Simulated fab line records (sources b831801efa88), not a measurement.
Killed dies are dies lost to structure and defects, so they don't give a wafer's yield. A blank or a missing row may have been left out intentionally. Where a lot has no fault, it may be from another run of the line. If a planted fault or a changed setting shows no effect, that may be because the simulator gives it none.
fab line records ; flow sky130
record lots=12; wafers=36; last-day=50
route steps=708 shown LDD_P@265 LDD_HVP@285 LDD_LDN@301 POLY_CUT@318 PAD_OPEN@708
lots with no fault: from the same line, run without faults
start-h: start of the lot's first displayed wafer, in hours after the record's first day ; wait-h: hours from the lot's prior step to this one ; " repeats the value in the row above ; L1.1+2: a row that stands for several wafers ; - either no value or no given start ; * or withheld: withheld ; < > ~ a bound
route shown NAME@n: names a module that has steps shown in the file, with the first one's number in the route ; usual: mean and standard deviation over wafers with no fault ; same: alike in all rows ; chamber/n: place in a boat ; sites: readings site by site ; _std_site: their standard deviation ; _edge_site: outer sites' mean less inner sites' ; radius-mm: how far each site lies from the wafer's centre ; mask NAME#n: copy n ; behind: the last tool/chamber to shape the wafer ; hold: reason for holding the lot/hours on hold/outcome of the hold ; device: the n, p or np transistor that did not switch ; end of line: the same wafers' tests at the end of the route ; for a step that has no rows: nothing shown but its recipe ; killed: dies that structure and defects cost at the first sort, which is not the same as the wafer's yield ; map: shows each die of a wafer: x if killed, . if not, _ if none is there
set.NAME: the run value of the setting; set.NAME@STEP: its run value at that earlier step ; model.NAME: the simulator's own value behind a step, which no gauge read
one table for each step of the route and one row for each wafer, over a sample of lots
services: the hour from which a tool's chamber was out of use, counted from the record's first day as start-h (under 0 if before that day), plus the number of hours and why
## steps
# step SKY_LDD_P_STRIP_10
# recipe chemistry=O2/N2; power-w=1400; pressure-mtorr=1500; platen-temp-c=withheld; o2-flow-sccm=3000; n2-flow-sccm=300; overash-fraction=0.5
# usual drypump-motor-current-A=5.7/0.4; n2-flow-sccm=299.9/0.81; oes-product-au=0.716/0.0049; strip-time-to-endpoint-s=14.19/0.032
lot.wafer;tool;chamber;start-h;wait-h;drypump-motor-current-A;n2-flow-sccm;oes-product-au;rf-hours-counter-h;strip-time-to-endpoint-s
L852.1;plasma-asher-04;1;419.48;0.1;5.5;299.8;0.712;58;14.16
L852.3;plasma-asher-04;0;419.48;0.1;6.4;298.6;0.713;-;14.15
L852.5;plasma-asher-04;0;419.48;0.1;6.4;300.3;0.730;-;14.17
L853.1;plasma-asher-04;0;435.95;0.1;6.4;299.4;0.719;60;14.23
L853.3;plasma-asher-04;1;435.95;0.1;5.5;301.1;0.713;-;14.23
L853.4;plasma-asher-04;0;435.95;0.1;6.4;299.3;0.725;-;14.23
L854.3;plasma-asher-03;1;491.76;0.1;5.8;300.2;0.708;-;14.20
L854.4;plasma-asher-03;0;491.76;0.1;5.6;299.7;0.715;-;14.13
L854.6;plasma-asher-03;1;491.76;0.1;5.9;299.4;0.712;-;14.17
L856.2;plasma-asher-02;1;491.84;0.1;5.8;299.6;0.709;36;14.16
L856.3;plasma-asher-02;0;491.84;0.1;5.1;299.3;0.721;-;14.19
L856.4;plasma-asher-02;1;491.84;0.1;5.8;299.3;0.711;-;14.18
L859.2;plasma-asher-04;1;495.50;0.1;5.5;299.1;0.722;67;14.21
L859.5;plasma-asher-04;1;495.50;0.1;5.5;299.8;0.710;-;14.18
L859.6;plasma-asher-04;0;495.50;0.1;6.4;298.3;0.718;-;14.22
L861.2;plasma-asher-04;1;510.23;0.1;5.5;300.1;0.722;68;14.20
L861.3;plasma-asher-04;0;510.23;0.1;6.4;299.7;0.711;-;14.18
L861.5;plasma-asher-04;0;510.23;0.1;6.4;299.7;0.722;-;14.16
L863.2;plasma-asher-03;1;529.39;0.1;5.9;299.2;0.709;84;14.19
L863.3;plasma-asher-03;1;529.39;0.1;5.9;299.5;0.725;-;14.22
L863.4;plasma-asher-03;0;529.39;0.1;5.7;300.8;0.715;-;14.23
L864.3;plasma-asher-03;1;535.06;0.1;5.8;299.9;0.719;-;14.23
L864.4;plasma-asher-03;0;535.06;0.1;5.6;300.5;0.714;-;14.21
L864.6;plasma-asher-03;0;535.06;0.1;5.6;300.3;0.712;-;14.23
L865.2;plasma-asher-02;0;540.80;0.1;5.1;299.3;0.704;41;14.28
L865.3;plasma-asher-02;0;540.80;0.1;5.1;300.6;0.712;-;14.20
L865.4;plasma-asher-02;1;540.80;0.1;5.8;300.0;0.718;-;14.25
L870.1;plasma-asher-04;0;595.00;0.1;6.4;300.4;0.718;78;14.17
L870.4;plasma-asher-04;0;595.00;0.1;6.4;300.2;0.707;-;14.16
L870.6;plasma-asher-04;0;595.00;0.1;6.4;299.5;0.717;-;14.17
L874.2;plasma-asher-04;1;622.74;0.1;5.5;301.5;0.726;81;14.17
L874.3;plasma-asher-04;0;622.74;0.1;6.4;300.2;0.716;-;14.15
L874.6;plasma-asher-04;1;622.74;0.1;5.5;301.9;0.711;-;14.18
L875.1;plasma-asher-03;1;625.19;0.1;5.8;300.7;0.711;96;14.21
L875.2;plasma-asher-03;0;625.19;0.1;5.6;300.4;0.712;96;14.20
L875.3;plasma-asher-03;1;625.19;0.1;5.8;298.6;0.715;-;14.19
# step SKY_LDD_HVP_OVL_MEAS_07
# usual LDD_HVP_OVL=-0.3/1.3
lot.wafer;tool;chamber;start-h;wait-h;LDD_HVP_OVL[nm]
L852.1;overlay-02;-;481.03;0.1;1.8
L852.3;overlay-02;-;481.03;0.1;-1.4
L852.5;overlay-02;-;481.03;0.1;-2.2
L853.1;overlay-01;-;497.08;0.1;0.7
L853.3;overlay-01;-;497.08;0.1;2.7
L853.4;overlay-01;-;497.08;0.1;2.0
L854.3;overlay-02;-;552.31;0.1;-0.8
L854.4;overlay-02;-;552.31;0.1;-0.5
L854.6;overlay-02;-;552.31;0.1;0.1
L856.2;overlay-01;-;552.61;0.1;-1.3
L856.3;overlay-01;-;552.61;0.1;-0.3
L856.4;overlay-01;-;552.61;0.1;0.9
L859.2;overlay-02;-;557.76;0.1;-0.5
L859.5;overlay-02;-;557.76;0.1;1.4
L859.6;overlay-02;-;557.76;0.1;0.4
L861.2;overlay-01;-;570.98;0.1;-1.6
L861.3;overlay-01;-;570.98;0.1;-0.1
L861.5;overlay-01;-;570.98;0.1;-0.2
L863.2;overlay-02;-;588.24;0.1;-0.8
L863.3;overlay-02;-;588.24;0.1;-0.5
L863.4;overlay-02;-;588.24;0.1;-1.0
L864.3;overlay-01;-;592.23;0.1;-1.0
L864.4;overlay-01;-;592.23;0.1;1.7
L864.6;overlay-01;-;592.23;0.1;-0.6
L865.2;overlay-01;-;597.76;0.1;0.4
L865.3;overlay-01;-;597.76;0.1;-0.4
L865.4;overlay-01;-;597.76;0.1;-1.5
L870.1;overlay-01;-;652.92;0.1;-0.7
L870.4;overlay-01;-;652.92;0.1;-1.1
L870.6;overlay-01;-;652.92;0.1;-1.1
L874.2;overlay-01;-;680.01;0.1;0.0
L874.3;overlay-01;-;680.01;0.1;-2.1
L874.6;overlay-01;-;680.01;0.1;0.3
L875.1;overlay-02;-;681.97;0.1;0.2
L875.2;overlay-02;-;681.97;0.1;-1.3
L875.3;overlay-02;-;681.97;0.1;-1.3
# step SKY_LDD_LDN_STRIP_12
# recipe chemistry=O2/N2; power-w=1400; pressure-mtorr=1500; platen-temp-c=withheld; o2-flow-sccm=3000; n2-flow-sccm=300; overash-fraction=0.5
# usual drypump-motor-current-A=5.8/0.49; n2-flow-sccm=300.1/0.85; oes-product-au=0.715/0.0045; strip-time-to-endpoint-s=14.18/0.038
lot.wafer;tool;chamber;start-h;wait-h;drypump-motor-current-A;n2-flow-sccm;oes-product-au;rf-hours-counter-h;strip-time-to-endpoint-s
L852.1;plasma-asher-01;1;513.51;0.1;6.4;299.4;0.714;9;14.12
L852.3;plasma-asher-01;0;513.51;0.1;5.0;299.2;0.711;-;14.18
L852.5;plasma-asher-01;0;513.51;0.1;4.9;300.1;0.718;-;14.11
L853.1;plasma-asher-04;1;528.81;0.1;5.5;300.2;0.716;70;14.24
L853.3;plasma-asher-04;1;528.81;0.1;5.5;300.9;0.714;-;14.20
L853.4;plasma-asher-04;0;528.81;0.1;6.4;298.3;0.719;-;14.22
L854.3;plasma-asher-04;1;582.89;0.1;5.5;300.6;0.717;-;14.14
L854.4;plasma-asher-04;0;582.89;0.1;6.4;299.8;0.716;-;14.15
L854.6;plasma-asher-04;0;582.89;0.1;6.4;300.4;0.718;-;14.13
L856.2;plasma-asher-03;1;582.94;0.1;5.8;299.1;0.707;91;14.22
L856.3;plasma-asher-03;1;582.94;0.1;5.8;299.8;0.710;-;14.17
L856.4;plasma-asher-03;0;582.94;0.1;5.6;298.4;0.711;-;14.16
L859.2;plasma-asher-04;0;587.33;0.1;6.4;300.0;0.707;77;14.13
L859.5;plasma-asher-04;1;587.33;0.1;5.5;300.9;0.713;-;14.12
L859.6;plasma-asher-04;0;587.33;0.1;6.4;300.2;0.715;-;14.16
L861.2;plasma-asher-03;1;601.19;0.1;5.8;299.9;0.715;93;14.22
L861.3;plasma-asher-03;1;601.19;0.1;5.8;299.5;0.713;-;14.18
L861.5;plasma-asher-03;0;601.19;0.1;5.6;300.2;0.704;-;14.19
L863.2;plasma-asher-04;0;617.38;0.1;6.4;300.4;0.716;80;14.16
L863.3;plasma-asher-04;1;617.38;0.1;5.5;301.4;0.721;-;14.18
L863.4;plasma-asher-04;0;617.38;0.1;6.4;300.6;0.716;-;14.14
L864.3;plasma-asher-03;1;622.57;0.1;5.8;301.0;0.714;-;14.11
L864.4;plasma-asher-03;0;622.57;0.1;5.6;300.4;0.725;-;14.14
L864.6;plasma-asher-03;0;622.57;0.1;5.6;300.0;0.716;-;14.16
L865.2;plasma-asher-01;0;627.24;0.1;4.9;299.7;0.933;18;-
L865.3;plasma-asher-01;0;627.24;0.1;5.0;300.2;0.944;-;-
L865.4;plasma-asher-01;1;627.24;0.1;6.4;297.9;0.939;-;-
L870.1;plasma-asher-03;0;681.78;0.1;5.6;298.6;0.723;102;14.20
L870.4;plasma-asher-03;0;681.78;0.1;5.6;299.4;0.721;-;14.17
L870.6;plasma-asher-03;0;681.78;0.1;5.6;299.0;0.711;-;14.22
L874.2;plasma-asher-01;1;707.76;0.1;6.4;299.7;0.716;25;14.20
L874.3;plasma-asher-01;1;707.76;0.1;6.4;300.8;0.706;-;14.15
L874.6;plasma-asher-01;0;707.76;0.1;4.9;300.0;0.713;-;14.12
L875.1;plasma-asher-01;0;710.51;0.1;5.0;301.0;0.716;26;14.21
L875.2;plasma-asher-01;1;710.51;0.1;6.4;299.7;0.715;26;14.23
L875.3;plasma-asher-01;0;710.51;0.1;5.0;301.0;0.714;-;14.23
# step SKY_POLY_CUT_ETCH_11
# recipe target=Si3N4; chemistry=CF4/CH2F2/Ar; stop-on=poly-Si; source-w=600; bias-w=150; pressure-mtorr=40; cf4-flow-sccm=40; ch2f2-flow-sccm=20; Ar_flow_sccm=150; time-s=42.5; target-depth-a=600
# usual drypump-motor-current-A=5.75/0.3; oes-product-au=0.830/0.0062; rf-fwd-power-W=593.6/2; throttle-valve-pct=14.994/0.0099
lot.wafer;tool;chamber;start-h;wait-h;drypump-motor-current-A;oes-product-au;rf-fwd-power-W;rf-hours-counter-h;throttle-valve-pct
L852.1;rie-diel-04;3;545.37;0.0;5.96;0.830;591.7;13;14.994
L852.3;rie-diel-04;2;545.37;0.0;6.03;0.832;591.7;21;14.989
L852.5;rie-diel-04;0;545.37;0.0;5.78;0.824;594.9;-;14.992
L853.1;rie-diel-02;3;560.19;0.0;5.33;0.826;596.5;6;15.000
L853.3;rie-diel-02;2;560.19;0.0;5.80;0.828;590.6;7;14.982
L853.4;rie-diel-02;0;560.19;0.0;5.61;0.830;592.9;16;14.972
L854.3;rie-diel-02;3;614.08;0.0;5.32;0.824;594.5;7;14.993
L854.4;rie-diel-02;2;614.08;0.0;5.77;0.826;593.4;8;14.978
L854.6;rie-diel-02;0;614.08;0.0;5.67;0.822;593.1;-;14.995
L856.2;rie-diel-03;3;614.43;0.0;5.70;0.824;593.3;10;14.984
L856.3;rie-diel-03;0;614.43;0.0;6.65;0.832;592.0;18;14.993
L856.4;rie-diel-03;2;614.43;0.0;6.00;0.828;594.8;54;15.000
L859.2;rie-diel-03;2;618.77;0.0;6.01;0.829;591.5;54;14.980
L859.5;rie-diel-03;0;618.77;0.0;6.64;0.819;590.2;-;14.997
L859.6;rie-diel-03;3;618.77;0.0;5.71;0.827;591.0;-;15.001
L861.2;rie-diel-02;1;632.74;0.0;5.44;0.828;592.7;1;15.002
L861.3;rie-diel-02;2;632.74;0.0;5.74;0.827;593.5;9;15.007
L861.5;rie-diel-02;1;632.74;0.0;5.44;0.827;595.0;-;14.990
L863.2;rie-diel-02;0;648.77;0.0;5.66;0.835;593.2;18;14.984
L863.3;rie-diel-02;1;648.77;0.0;5.45;0.834;595.9;1;15.000
L863.4;rie-diel-02;2;648.77;0.0;5.75;0.832;591.2;9;14.991
L864.3;rie-diel-03;1;655.58;0.0;5.28;0.828;592.7;19;14.981
L864.4;rie-diel-03;2;655.58;0.0;6.00;0.822;592.9;54;14.994
L864.6;rie-diel-03;1;655.58;0.0;5.28;0.818;594.9;-;14.997
L870.1;rie-diel-02;3;711.24;0.0;5.31;0.826;592.6;9;14.998
L870.4;rie-diel-02;1;711.24;0.0;5.45;0.831;597.1;2;14.968
L870.6;rie-diel-02;3;711.24;0.0;5.31;0.836;593.2;-;14.997
L874.2;rie-diel-04;3;737.47;0.0;5.97;0.823;599.2;15;14.997
L874.3;rie-diel-04;0;737.47;0.0;5.79;0.829;595.6;1;15.003
L874.6;rie-diel-04;3;737.47;0.0;5.95;0.824;596.5;-;14.996
L875.1;rie-diel-03;3;741.70;0.0;5.72;0.828;594.6;13;14.986
L875.2;rie-diel-03;2;741.70;0.0;5.98;0.825;590.6;1;14.994
L875.3;rie-diel-03;1;741.70;0.0;5.28;0.833;592.9;21;14.988
# step SKY_PAD_OPEN_PROBE_99
# usual killed_at_M0_to_M3=43/7; killed_at_M4_up=3.4/1.9; killed-at-contacts=24/5.4; killed-at-front-end=15/4.4; killed-at-other=0.4/0.63; killed-dies=86/9.1; killed-on-rim=16/3.5; killed-open=46/6.6; killed-short=39/6.6
# same gross-dies=492; killed-at-back-side=0
lot.wafer;tool;chamber;start-h;wait-h;killed_at_M0_to_M3;killed_at_M4_up;killed-at-contacts;killed-at-front-end;killed-at-other;killed-dies;killed-on-rim;killed-open;killed-short
L852.1;prober-01;-;1064.20;0.1;50;3;25;12;0;90;14;50;40
L852.3;prober-01;-;1064.30;0.2;38;2;21;11;1;73;16;41;32
L852.5;prober-01;-;1064.40;0.2;43;2;19;13;0;77;15;40;37
L853.1;prober-02;-;1078.15;0.1;47;4;13;11;0;75;18;45;30
L853.3;prober-02;-;1078.25;0.2;61;4;37;10;0;112;19;66;46
L853.4;prober-02;-;1078.30;0.2;52;0;32;9;0;93;17;54;39
L854.3;prober-02;-;1117.29;0.2;51;2;31;16;0;100;26;53;45
L854.4;prober-02;-;1117.34;0.2;33;1;28;12;2;76;14;41;35
L854.6;prober-02;-;1117.44;0.2;47;2;29;22;0;100;17;60;40
L856.2;prober-01;-;1117.59;0.1;40;3;21;13;1;78;13;40;38
L856.3;prober-01;-;1117.64;0.2;45;1;22;11;1;80;13;49;31
L856.4;prober-01;-;1117.69;0.2;42;5;19;9;0;75;10;47;28
L859.2;prober-01;-;1119.52;0.1;40;2;30;9;0;81;23;43;37
L859.5;prober-01;-;1119.67;0.2;49;3;27;14;0;93;17;47;46
L859.6;prober-01;-;1119.72;0.2;48;3;41;15;0;107;17;65;42
L861.2;prober-01;-;1129.13;0.1;37;4;27;25;0;93;16;47;44
L861.3;prober-01;-;1129.18;0.2;34;3;25;23;2;87;19;48;35
L861.5;prober-01;-;1129.28;0.2;35;4;20;16;0;75;11;46;28
L863.2;prober-02;-;1136.51;0.1;47;4;27;12;0;90;17;51;39
L863.3;prober-02;-;1136.56;0.2;39;3;27;13;0;82;13;46;36
L863.4;prober-02;-;1136.61;0.2;45;2;23;15;0;85;18;47;38
L864.4;prober-01;-;1143.17;0.2;42;1;23;14;0;80;14;51;29
L864.6;prober-01;-;1143.27;0.2;42;3;24;18;1;88;15;50;38
L865.2;prober-02;-;1147.09;0.1;34;3;20;435;0;492;96;46;32
L865.3;prober-02;-;1147.14;0.2;41;7;21;422;1;492;96;48;40
L865.4;prober-02;-;1147.19;0.2;29;4;25;433;1;492;96;45;40
L870.1;prober-02;-;1181.45;0.1;50;1;29;15;1;96;19;56;40
L870.4;prober-02;-;1181.60;0.2;39;4;26;17;0;86;13;53;33
L870.6;prober-02;-;1181.70;0.2;50;4;20;9;1;84;17;37;46
L874.2;prober-01;-;1194.92;0.1;34;3;24;14;0;75;15;39;36
L874.3;prober-01;-;1194.97;0.2;44;0;33;17;1;95;18;39;56
L874.6;prober-01;-;1195.12;0.2;34;1;20;13;0;68;14;33;35
L875.1;prober-02;-;1201.02;0.1;52;2;15;14;2;85;25;50;33
L875.2;prober-02;-;1201.07;0.1;50;9;24;21;2;106;15;49;56
L875.3;prober-02;-;1201.12;0.2;45;7;20;9;0;81;12;44;37
# killed by level:class
L852.1 VIA1:geometric-particle:open=13 CONTACT:geometric-particle:open=10 LI_CONTACT:geometric-particle:open=7 METAL3:geometric-particle:short=6 POLY_GATE:geometric-particle:open=5 VIA1:geometric-particle:short=5 VIA2:geometric-particle:short=5 VIA3:geometric-particle:open=5
L852.3 VIA1:geometric-particle:open=12 LI_CONTACT:geometric-particle:short=6 LI_CONTACT:geometric-particle:open=6 CONTACT:geometric-particle:open=5 VIA3:geometric-particle:open=5 CONTACT:geometric-particle:short=4 VIA1:geometric-particle:short=4 VIA3:geometric-particle:short=4
L852.5 VIA1:geometric-particle:open=10 CONTACT:geometric-particle:open=6 METAL1:geometric-particle:short=6 VIA1:geometric-particle:short=6 VIA2:geometric-particle:open=6 FIELD_ISO:geometric-particle:open=5 LI_CONTACT:geometric-particle:open=5 LOCAL_INTERCONNECT:geometric-particle:short=5
L853.1 VIA1:geometric-particle:open=18 VIA3:geometric-particle:open=10 CONTACT:geometric-particle:open=6 FIELD_ISO:geometric-particle:short=5 METAL1:geometric-particle:short=5 CONTACT:geometric-particle:short=4 VIA2:geometric-particle:open=4 VIA1:geometric-particle:short=3
L853.3 VIA1:geometric-particle:open=18 LI_CONTACT:geometric-particle:open=13 CONTACT:geometric-particle:open=12 VIA1:geometric-particle:short=9 CONTACT:geometric-particle:short=7 VIA2:geometric-particle:open=7 VIA3:geometric-particle:open=6 FIELD_ISO:geometric-particle:open=5
L853.4 VIA1:geometric-particle:open=13 CONTACT:geometric-particle:open=11 CONTACT:geometric-particle:short=8 METAL1:geometric-particle:short=8 VIA2:geometric-particle:open=8 LI_CONTACT:geometric-particle:open=7 VIA3:geometric-particle:open=7 VIA2:geometric-particle:short=7
L854.3 CONTACT:geometric-particle:open=15 METAL2:geometric-particle:short=9 VIA3:geometric-particle:open=9 CONTACT:geometric-particle:short=6 VIA1:geometric-particle:open=6 VIA2:geometric-particle:open=6 FIELD_ISO:geometric-particle:short=5 VIA1:geometric-particle:short=5
L854.4 CONTACT:geometric-particle:open=9 VIA1:geometric-particle:open=9 CONTACT:geometric-particle:short=7 LI_CONTACT:geometric-particle:open=6 METAL1:geometric-particle:short=6 POLY_GATE:geometric-particle:short=4 LOCAL_INTERCONNECT:geometric-particle:short=4 VIA3:geometric-particle:open=4
L854.6 POLY_GATE:geometric-particle:open=12 VIA1:geometric-particle:open=11 CONTACT:geometric-particle:open=10 VIA2:geometric-particle:open=7 LI_CONTACT:geometric-particle:open=6 CONTACT:geometric-particle:short=5 METAL1:geometric-particle:short=5 METAL2:geometric-particle:short=5
L856.2 VIA1:geometric-particle:open=9 CONTACT:geometric-particle:open=6 CONTACT:geometric-particle:short=6 VIA3:geometric-particle:open=6 VIA2:geometric-particle:open=6 POLY_GATE:geometric-particle:short=4 LI_CONTACT:geometric-particle:short=4 VIA3:geometric-particle:short=4
L856.3 VIA1:geometric-particle:open=15 VIA3:geometric-particle:open=8 LI_CONTACT:geometric-particle:open=7 VIA2:geometric-particle:open=6 CONTACT:geometric-particle:open=6 METAL2:geometric-particle:short=6 FIELD_ISO:geometric-particle:short=4 FIELD_ISO:geometric-particle:open=4
L856.4 VIA1:geometric-particle:open=13 LI_CONTACT:geometric-particle:open=6 CONTACT:geometric-particle:open=6 VIA2:geometric-particle:open=6 VIA3:geometric-particle:open=5 POLY_GATE:geometric-particle:short=4 VIA2:geometric-particle:short=4 POLY_GATE:geometric-particle:open=3
L859.2 CONTACT:geometric-particle:open=13 VIA2:geometric-particle:open=10 METAL2:geometric-particle:short=8 METAL3:geometric-particle:short=8 CONTACT:geometric-particle:short=6 VIA3:geometric-particle:open=6 LI_CONTACT:geometric-particle:open=5 LI_CONTACT:geometric-particle:short=3
L859.5 VIA1:geometric-particle:open=12 CONTACT:geometric-particle:open=10 METAL2:geometric-particle:short=10 LI_CONTACT:geometric-particle:open=8 VIA1:geometric-particle:short=7 VIA2:geometric-particle:short=5 CONTACT:geometric-particle:short=4 METAL1:geometric-particle:short=4
L859.6 CONTACT:geometric-particle:open=17 LI_CONTACT:geometric-particle:open=11 VIA1:geometric-particle:open=10 VIA3:geometric-particle:open=9 VIA2:geometric-particle:open=8 VIA1:geometric-particle:short=7 LI_CONTACT:geometric-particle:short=6 METAL1:geometric-particle:short=6
L861.2 CONTACT:geometric-particle:open=11 FIELD_ISO:geometric-particle:short=8 LI_CONTACT:geometric-particle:open=6 VIA1:geometric-particle:open=6 VIA3:geometric-particle:open=6 POLY_GATE:geometric-particle:short=5 CONTACT:geometric-particle:short=5 POLY_GATE:geometric-particle:open=4
L861.3 CONTACT:geometric-particle:open=11 POLY_GATE:geometric-particle:open=8 VIA1:geometric-particle:open=7 VIA3:geometric-particle:open=6 METAL2:geometric-particle:short=5 VIA2:geometric-particle:open=5 LI_CONTACT:geometric-particle:short=4 VIA2:geometric-particle:short=4
L861.5 VIA3:geometric-particle:open=9 CONTACT:geometric-particle:open=8 VIA1:geometric-particle:open=8 FIELD_ISO:geometric-particle:short=7 LI_CONTACT:geometric-particle:open=6 VIA1:geometric-particle:short=6 FIELD_ISO:geometric-particle:open=5 METAL2:geometric-particle:short=3
L863.2 VIA1:geometric-particle:open=13 CONTACT:geometric-particle:open=10 CONTACT:geometric-particle:short=7 VIA2:geometric-particle:open=7 METAL1:geometric-particle:short=5 METAL4:geometric-particle:short=4 POLY_GATE:geometric-particle:open=4 LI_CONTACT:geometric-particle:short=4
L863.3 CONTACT:geometric-particle:open=12 VIA1:geometric-particle:open=11 LI_CONTACT:geometric-particle:open=8 METAL1:geometric-particle:short=6 POLY_GATE:geometric-particle:open=5 POLY_GATE:geometric-particle:short=4 VIA3:geometric-particle:open=4 METAL2:geometric-particle:short=4
L863.4 VIA1:geometric-particle:open=12 FIELD_ISO:geometric-particle:short=8 CONTACT:geometric-particle:open=7 LI_CONTACT:geometric-particle:open=6 CONTACT:geometric-particle:short=6 VIA2:geometric-particle:short=5 METAL2:geometric-particle:short=5 VIA2:geometric-particle:open=4
L864.4 LI_CONTACT:geometric-particle:open=13 VIA1:geometric-particle:open=11 METAL1:geometric-particle:short=6 VIA2:geometric-particle:open=6 VIA1:geometric-particle:short=5 VIA3:geometric-particle:open=5 POLY_GATE:geometric-particle:open=4 CONTACT:geometric-particle:open=4
L864.6 VIA1:geometric-particle:open=11 CONTACT:geometric-particle:open=10 VIA2:geometric-particle:open=8 POLY_GATE:geometric-particle:short=7 LI_CONTACT:geometric-particle:open=6 METAL1:geometric-particle:short=6 METAL2:geometric-particle:short=5 FIELD_ISO:geometric-particle:open=4
L865.2 SPACER:area-cvd=414 VIA1:geometric-particle:open=11 CONTACT:geometric-particle:open=9 FIELD_ISO:geometric-particle:open=6 POLY_GATE:geometric-particle:open=6 VIA2:geometric-particle:open=5 LOCAL_INTERCONNECT:geometric-particle:short=4 CONTACT:geometric-particle:short=4
L865.3 SPACER:area-cvd=404 VIA1:geometric-particle:open=9 FIELD_ISO:geometric-particle:open=7 LI_CONTACT:geometric-particle:open=7 METAL4:geometric-particle:short=7 CONTACT:geometric-particle:open=7 METAL1:geometric-particle:short=7 VIA3:geometric-particle:open=7
L865.4 SPACER:area-cvd=407 FIELD_ISO:geometric-particle:open=10 CONTACT:geometric-particle:open=10 FIELD_ISO:geometric-particle:short=9 VIA1:geometric-particle:open=9 LI_CONTACT:geometric-particle:open=6 CONTACT:geometric-particle:short=5 METAL3:geometric-particle:short=4
L870.1 CONTACT:geometric-particle:open=14 VIA2:geometric-particle:open=10 LI_CONTACT:geometric-particle:open=9 METAL2:geometric-particle:short=9 METAL1:geometric-particle:short=9 VIA1:geometric-particle:open=6 VIA3:geometric-particle:open=5 FIELD_ISO:geometric-particle:short=4
L870.4 LI_CONTACT:geometric-particle:open=10 VIA1:geometric-particle:open=9 METAL2:geometric-particle:short=7 VIA3:geometric-particle:open=6 FIELD_ISO:geometric-particle:open=5 POLY_GATE:geometric-particle:open=5 POLY_GATE:geometric-particle:short=4 LOCAL_INTERCONNECT:geometric-particle:short=4
L870.6 VIA1:geometric-particle:short=8 VIA1:geometric-particle:open=8 METAL2:geometric-particle:short=8 VIA3:geometric-particle:open=8 CONTACT:geometric-particle:open=7 VIA2:geometric-particle:open=6 LI_CONTACT:geometric-particle:open=5 CONTACT:geometric-particle:short=4
L874.2 CONTACT:geometric-particle:open=9 POLY_GATE:geometric-particle:open=6 VIA2:geometric-particle:open=6 VIA1:geometric-particle:open=6 LOCAL_INTERCONNECT:geometric-particle:short=5 CONTACT:geometric-particle:short=5 METAL2:geometric-particle:short=4 LI_CONTACT:geometric-particle:open=4
L874.3 CONTACT:geometric-particle:open=11 CONTACT:geometric-particle:short=10 VIA1:geometric-particle:open=8 METAL2:geometric-particle:short=8 VIA2:geometric-particle:short=7 LOCAL_INTERCONNECT:geometric-particle:short=6 POLY_GATE:geometric-particle:open=5 VIA1:geometric-particle:short=5
L874.6 CONTACT:geometric-particle:open=6 METAL1:geometric-particle:short=6 VIA1:geometric-particle:open=6 LI_CONTACT:geometric-particle:open=5 FIELD_ISO:geometric-particle:short=4 LOCAL_INTERCONNECT:geometric-particle:short=4 CONTACT:geometric-particle:short=4 VIA3:geometric-particle:short=4
L875.1 VIA1:geometric-particle:open=18 CONTACT:geometric-particle:open=6 VIA2:geometric-particle:open=6 VIA3:geometric-particle:open=6 VIA2:geometric-particle:short=5 LI_CONTACT:geometric-particle:open=4 METAL1:geometric-particle:short=4 VIA1:geometric-particle:short=4
L875.2 VIA1:geometric-particle:open=9 VIA2:geometric-particle:open=8 VIA1:geometric-particle:short=8 CONTACT:geometric-particle:open=7 METAL4:geometric-particle:short=7 LI_CONTACT:geometric-particle:open=6 CONTACT:geometric-particle:short=5 METAL1:geometric-particle:short=5
L875.3 VIA3:geometric-particle:open=12 LI_CONTACT:geometric-particle:open=9 VIA1:geometric-particle:open=8 METAL4:geometric-particle:short=6 METAL2:geometric-particle:short=6 METAL1:geometric-particle:short=5 CONTACT:geometric-particle:short=4 CONTACT:geometric-particle:open=4
## services
tool;chamber;start-h;hours;kind
plasma-asher-01;-;412.23;2.9;repair
rie-diel-02;1;415.60;8.7;repair
plasma-asher-01;-;421.25;9.0;pm
rie-diel-02;2;426.91;3.7;repair
plasma-asher-03;-;433.44;14.6;pm
plasma-asher-02;-;456.58;4.3;pm
rie-diel-04;2;469.97;2.6;repair
rie-diel-04;3;473.86;44.4;repair
plasma-asher-02;-;482.53;8.7;repair
rie-diel-03;-;485.90;2.8;pm
plasma-asher-01;-;539.19;16.0;pm
plasma-asher-02;-;550.15;2.8;pm
plasma-asher-02;-;562.79;19.4;pm
plasma-asher-01;-;576.01;14.6;pm
rie-diel-02;1;585.77;-;clean
rie-diel-02;1;585.77;23.8;scheduled-down
rie-diel-04;3;631.25;4.8;repair
plasma-asher-02;-;640.53;1.0;repair
rie-diel-04;3;641.04;4.5;repair
rie-diel-02;2;657.01;15.1;repair
plasma-asher-01;-;683.63;1.3;repair
plasma-asher-03;-;733.75;9.0;pm
plasma-asher-03;0;733.75;9.0;vent-cycle
plasma-asher-03;1;733.75;9.0;vent-cycle
## key
first-sign step=SKY_LDD_LDN_STRIP_12; reading=oes-product-au; direction=up; sigmas=50; usual=0.715; struck=0.939
effect step=SKY_PAD_OPEN_PROBE_99; reading=killed-at-front-end; direction=up; sigmas=94; usual=15; struck=430
more-kills-born-at SKY_SPACER_CVD_00@lpcvd-02=1225
met-at SKY_LDD_LDN_STRIP_12
struck-lots L865
later-rows-left-out L865.2,L865.3,L865.4
tester-left-out L865
not-acting-at SKY_LDD_P_STRIP_10,SKY_LDD_HVP_OVL_MEAS_07,SKY_POLY_CUT_ETCH_11
onset-between 513.51 627.24
fault kind=strip-aborted; tool=plasma-asher-01; chamber=-; onset-h=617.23; steps=SKY_LDD_LDN_STRIP_12; offset=0.58184; end-h=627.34
# tester-left-out: of these lots the tester's yield and bins aren't shown, on N5 and GAA mostly nor the transistor test; their killed dies are dies lost to structure and defects alone, not to doping, threshold or leakage, so they don't give the yield
# later-rows-left-out: the simulator's readings of these wafers behind a module that went badly wrong aren't trusted and aren't shown, but for the sort
